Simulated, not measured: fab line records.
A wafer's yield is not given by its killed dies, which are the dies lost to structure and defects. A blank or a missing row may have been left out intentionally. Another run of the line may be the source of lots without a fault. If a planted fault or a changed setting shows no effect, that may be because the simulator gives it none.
Which of the tools did it? -- flow sfqLine -- 14 lots, 41 wafers sampled, at 6 steps of a route of 325

WHAT THE GAUGES SHOWED, per wafer
SFQ_I3_BOW_MEAS_922.
lot,measured,on,I3_BOW (um)
L347,day 43 21:49,filmMetro-02,-7 -1 -6
L349,day 44 22:08,filmMetro-01,7 9 -7
L350,day 45 05:50,filmMetro-03,-1 2 6
L352,day 46 01:38,filmMetro-02,2 -5 11
L355,day 47 02:43,filmMetro-03,-1 -2
L359,day 48 08:04,filmMetro-02,-3 -3 -14
L362,day 54 11:00,filmMetro-03,1 -11 -7
L361,day 54 17:15,filmMetro-03,-14 -9 -15
L363,day 55 11:44,filmMetro-01,12 -3 9
L365,day 56 09:04,filmMetro-03,12 27 15
L366,day 56 22:03,filmMetro-03,-6 -6 -1
L367,day 57 06:37,filmMetro-02,6 17 6
L369,day 57 22:32,filmMetro-03,-11 -5 -8
L370,day 58 07:30,filmMetro-03,-3 -10 5

SFQ_JJ_RS_MEAS_929: measures by four-point-probe.
lot,measured,on,JJ_NB_RS (ohm/sq)
L347,day 50 03:17,filmMetro-03,1.042 1.035 1.040
L349,day 51 13:27,filmMetro-03,1.061 1.047 1.055
L350,day 51 22:17,filmMetro-04,1.042 1.040 1.044
L352,day 52 16:22,filmMetro-04,1.055 1.056 1.060
L355,day 59 11:40,filmMetro-01,1.857 1.857
L359,day 60 09:22,filmMetro-04,1.909 1.915 1.886
L362,day 66 01:43,filmMetro-04,1.038 1.038 1.039
L361,day 66 06:44,filmMetro-01,1.041 1.044 1.046
L363,day 66 17:18,filmMetro-04,1.068 1.060 1.068
L365,day 67 17:19,filmMetro-01,1.052 1.060 1.049
L366,day 68 13:48,filmMetro-03,1.048 1.059 1.046
L367,day 69 00:38,filmMetro-04,1.058 1.044 1.052
L369,day 69 18:04,filmMetro-04,1.048 1.062 1.064
L370,day 69 23:49,filmMetro-01,1.034 1.051 1.043

SFQ_I5_OVL_MEAS_936.
lot,measured,on,I5_OVL (nm)
L347,day 67 06:44,overlay-01,-3 1 -1
L349,day 68 00:52,overlay-01,8 5 2
L350,day 68 12:50,overlay-02,0 8 -1
L352,day 69 08:02,overlay-01,1 2 -2
L355,day 70 09:39,overlay-01,-6 -15
L359,day 71 14:31,overlay-01,8 11 4
L362,day 72 09:43,overlay-02,0 -3 0
L361,day 72 14:32,overlay-02,-1 4 7
L363,day 73 03:50,overlay-02,-3 0 -2
L365,day 74 11:02,overlay-02,0 -5 -6
L366,day 75 03:50,overlay-01,4 4 0
L367,day 75 14:06,overlay-01,4 7 6
L369,day 79 22:14,overlay-01,0 -1 1
L370,day 79 23:26,overlay-01,2 -1 4

WHAT TOOL EACH LOT RAN ON (gives the tool, then ch and the chambers of the sampled wafers, and finally the start)
lot,SFQ_TRILAYER_M3_STRIP_STRIP_079,SFQ_TRILAYER_JJ_TRILAYER_DEP_SPUTTER_112,SFQ_TRILAYER_JJ_CE_ETCH_RIE_118
L347,"rieMetal-04 ch 0,1, day 43 17:10","pvdSputter-05, day 50 03:12","rieMetal-04 ch 0,1, day 51 08:14"
L349,"rieMetal-02 ch 0,1, day 44 15:23","pvdSputter-06, day 51 13:21","rieMetal-04 ch 0,1, day 51 17:23"
L350,"rieMetal-04 ch 0,1, day 44 21:42","pvdSputter-05, day 51 22:13","rieMetal-02 ch 0,1, day 52 03:41"
L352,"rieMetal-01 ch 0,1, day 45 15:47","pvdSputter-06, day 52 16:17","rieMetal-04 ch 0, day 52 20:08"
L355,"rieMetal-04 ch 1, day 46 22:37","pvdSputter-05, day 59 11:32","rieMetal-01 ch 0,1, day 59 18:01"
L359,"rieMetal-04 ch 0,1, day 48 02:27","pvdSputter-05, day 60 09:17","rieMetal-04 ch 0, day 62 13:47"
L362,"rieMetal-01 ch 0,1, day 54 07:09","pvdSputter-05, day 66 01:38","rieMetal-02 ch 0,1, day 66 06:36"
L361,"rieMetal-04 ch 0, day 54 13:20","pvdSputter-04, day 66 06:36","rieMetal-02 ch 0,1, day 66 11:37"
L363,"rieMetal-02 ch 0,1, day 55 07:16","pvdSputter-05, day 66 17:13","rieMetal-01 ch 0,1, day 66 21:04"
L365,"rieMetal-02 ch 0,1, day 56 05:00","pvdSputter-04, day 67 17:14","rieMetal-02 ch 0,1, day 67 21:05"
L366,"rieMetal-02 ch 0,1, day 56 18:12","pvdSputter-04, day 68 13:43","rieMetal-04 ch 0,1, day 68 18:45"
L367,"rieMetal-02 ch 0,1, day 57 02:55","pvdSputter-05, day 69 00:31","rieMetal-02 ch 0, day 69 04:31"
L369,"rieMetal-04 ch 0,1, day 57 18:39","pvdSputter-05, day 69 17:55","rieMetal-01 ch 0,1, day 70 01:20"
L370,"rieMetal-01 ch 0,1, day 58 02:51","pvdSputter-04, day 69 23:43","rieMetal-01 ch 0,1, day 70 03:33"
- SFQ_TRILAYER_M3_STRIP_STRIP_079: strips in O2.
- SFQ_TRILAYER_JJ_TRILAYER_DEP_SPUTTER_112: material Nb, target thk 170 nm, time 113.3 s.
- SFQ_TRILAYER_JJ_CE_ETCH_RIE_118: chemistry SF6, target Nb, stops on Al2O3, time 97.7 s, target depth 170 nm.

AS READ BY THE TOOLS THEMSELVES (means over the sampled wafers that have a number; for cases with no such wafer, the mark the record gives instead)
SFQ_TRILAYER_M3_STRIP_STRIP_079.
lot,tool,drypumpMotorCurrentA (A),oesProductAu (a.u.)
L347,rieMetal-04,5.9,0.998
L349,rieMetal-02,5.8,0.992
L350,rieMetal-04,5.9,0.987
L352,rieMetal-01,5.8,1.006
L355,rieMetal-04,6.4,1.000
L359,rieMetal-04,6.2,0.994
L362,rieMetal-01,5.7,1.002
L361,rieMetal-04,5.7,0.996
L363,rieMetal-02,5.7,0.993
L365,rieMetal-02,5.8,0.992
L366,rieMetal-02,5.9,0.997
L367,rieMetal-02,5.8,0.995
L369,rieMetal-04,5.9,0.996
L370,rieMetal-01,5.8,0.999

SFQ_TRILAYER_JJ_TRILAYER_DEP_SPUTTER_112.
lot,tool,substrateTempC (C),throttleValvePct (%)
L347,pvdSputter-05,19.98,29.0
L349,pvdSputter-06,19.98,30.1
L350,pvdSputter-05,19.91,30.4
L352,pvdSputter-06,20.02,30.1
L355,pvdSputter-05,20.06,29.9
L359,pvdSputter-05,19.98,29.7
L362,pvdSputter-05,20.07,29.3
L361,pvdSputter-04,19.96,29.9
L363,pvdSputter-05,20.05,29.2
L365,pvdSputter-04,19.95,30.0
L366,pvdSputter-04,19.94,29.7
L367,pvdSputter-05,20.06,30.8
L369,pvdSputter-05,20.04,30.8
L370,pvdSputter-04,20.06,29.7

SFQ_TRILAYER_JJ_CE_ETCH_RIE_118.
lot,tool,drypumpMotorCurrentA (A),oesProductAu (a.u.),rfFwdPowerW (W)
L347,rieMetal-04,6.2,0.988,596.9
L349,rieMetal-04,5.9,0.985,596.3
L350,rieMetal-02,5.8,0.986,595.5
L352,rieMetal-04,5.7,0.984,595.2
L355,rieMetal-01,5.8,0.734,594.6
L359,rieMetal-04,5.7,0.724,597.2
L362,rieMetal-02,5.7,0.989,596.5
L361,rieMetal-02,5.8,0.978,594.9
L363,rieMetal-01,5.7,0.984,594.7
L365,rieMetal-02,5.7,0.983,596.7
L366,rieMetal-04,5.9,0.989,596.0
L367,rieMetal-02,5.5,0.985,594.0
L369,rieMetal-01,5.7,0.981,594.6
L370,rieMetal-01,5.8,0.989,596.0

THE ANSWER, worked out from the rows above alone
Rule: the lots themselves supply what counts as usual. The widest of any qualifying gaps counts: lots, ordered by their means at a reading, are off when they make up no more than a third of the lots, leave a main group of 4 or more, and stand apart from it by 3 or more times the standard deviation of that group's means. If all means in a main group match to the digits the tables above print for the reading, that group is not used. Also off: a lot with no number at a reading for which 4 or more lots have one. Any other lot the step has rows for is counted as sound. After the gauges, taken in route order, come the tools' own readings; for these a lot's mean is taken, as printed above. At the first step where some lot is off, the reading lying furthest off is the one used; lots without a number count as furthest.
Off: at SFQ_JJ_RS_MEAS_929 (JJ_NB_RS), L355, L359. For the main group the mean is 1.050 ohm/sq and the standard deviation 0.0081.
A tool fits if, at a process step before that reading, it ran every lot that is off, and no sound lot after the first of them. Not tried: the gauges at SFQ_JJ_RS_MEAS_929; whatever is off there is also off at SFQ_TRILAYER_M3_STRIP_STRIP_079, on other tools, and gauge error can't account for it. Not one of the candidates tried fits.

WHAT THE SIMULATOR HAD INSERTED
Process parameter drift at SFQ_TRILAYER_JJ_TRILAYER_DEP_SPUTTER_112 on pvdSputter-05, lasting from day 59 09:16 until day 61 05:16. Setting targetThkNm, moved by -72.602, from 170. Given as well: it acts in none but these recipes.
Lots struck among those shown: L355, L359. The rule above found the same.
